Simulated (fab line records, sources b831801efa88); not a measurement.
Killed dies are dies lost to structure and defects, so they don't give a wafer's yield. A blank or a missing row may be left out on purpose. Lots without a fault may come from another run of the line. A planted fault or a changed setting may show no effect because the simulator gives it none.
A struck lot beside a sound one | flow sky130 | 14 steps out of a route of 708
Sound: wafers L260.1, L260.3, L260.4. Struck: wafers L256.1, L256.3, L256.4. The cause comes at the end.
At each step with rows: each side's tool, then ch and its chambers, then its first start. Under that, the readings that differ: sound wafers | struck wafers | difference of the means | sigmas: that difference in standard deviations of wafers without a fault.
alike: readings whose means differ by less than 2 such deviations, and words and numbers that are the same on both sides. not compared: withheld readings, readings that some wafer has no value for, bounds like >300 that may hide the same value, and numbers for which the record gives no deviation and whose values overlap.
The two part at a step that has a row with sigmas, a row that says differs or no value, or rows on one side only. Numbers that don't overlap but have no deviation are shown without sigmas and don't part them. A reading that every wafer of one side lacks parts them only if that side has two wafers or more.

first, 2 steps without rows for these wafers: SKY_METAL2_CLEAN_23 (cleans in O3/DIW); SKY_VIA2_HDPCVD_00 (deposits SiO2, target thk 1180 nm, time 196.7 s).
SKY_VIA2_THK_MEAS_01:
  sound on film_metro-03, day 38 01:08; struck on film_metro-04, day 36 10:41
  alike: VIA2_HDPCVD_THK
SKY_VIA2_CMP_02: polishes SiO2.
  sound on cmp-02 ch 0,2,3, day 38 01:12; struck on cmp-01 ch 0,1,3, day 36 10:45
  alike: motor_current_A
SKY_VIA2_BOW_MEAS_03:
  sound on film_metro-03, day 38 01:30; struck on film_metro-04, day 36 11:03
  alike: VIA2_BOW
then, 7 steps without rows for these wafers: SKY_VIA2_DEHYDRATE_04 (time 60 s); SKY_VIA2_HMDS_05 (prime time 60 s); SKY_VIA2_COAT_06 (resist thk 60 nm); SKY_VIA2_COAT_07 (resist thk 450 nm); SKY_VIA2_SOFTBAKE_08 (time 90 s); SKY_VIA2_EXPOSE_09 (exposes mask VIM2, target cd 200 nm); SKY_VIA2_PEB_10.
SKY_VIA2_DEVELOP_11: develop time 62.84 s.
  sound on litho_track-03 ch 0, day 39 03:00; struck on litho_track-01, day 37 12:00
  no value came back on the struck wafers for chill_plate_temp_C (C), develop_time_s (s); on the sound wafers chill_plate_temp_C (C) reads 23.08 22.90 23.06
  reading                                     | sound           | struck          | difference | sigmas
  model.KrF-thick_of_VIA2_COAT_07.thk_nm (nm) | 435 434.5 433.5 | 453.5 452 453.2 | +18.6      |
SKY_VIA2_CD_MEAS_12: target cd 200 nm.
  sound on cd_sem-01, day 39 03:18; struck on cd_sem-01, day 37 12:58
  reading    | sound             | struck | difference                    | sigmas
  cd_nm (nm) | 199.7 198.8 200.9 | - - -  | no value on the struck wafers |

WHERE THEY PART
First at SKY_VIA2_DEVELOP_11; last, within this record, at SKY_VIA2_CD_MEAS_12.

WHY: what the simulator had put in
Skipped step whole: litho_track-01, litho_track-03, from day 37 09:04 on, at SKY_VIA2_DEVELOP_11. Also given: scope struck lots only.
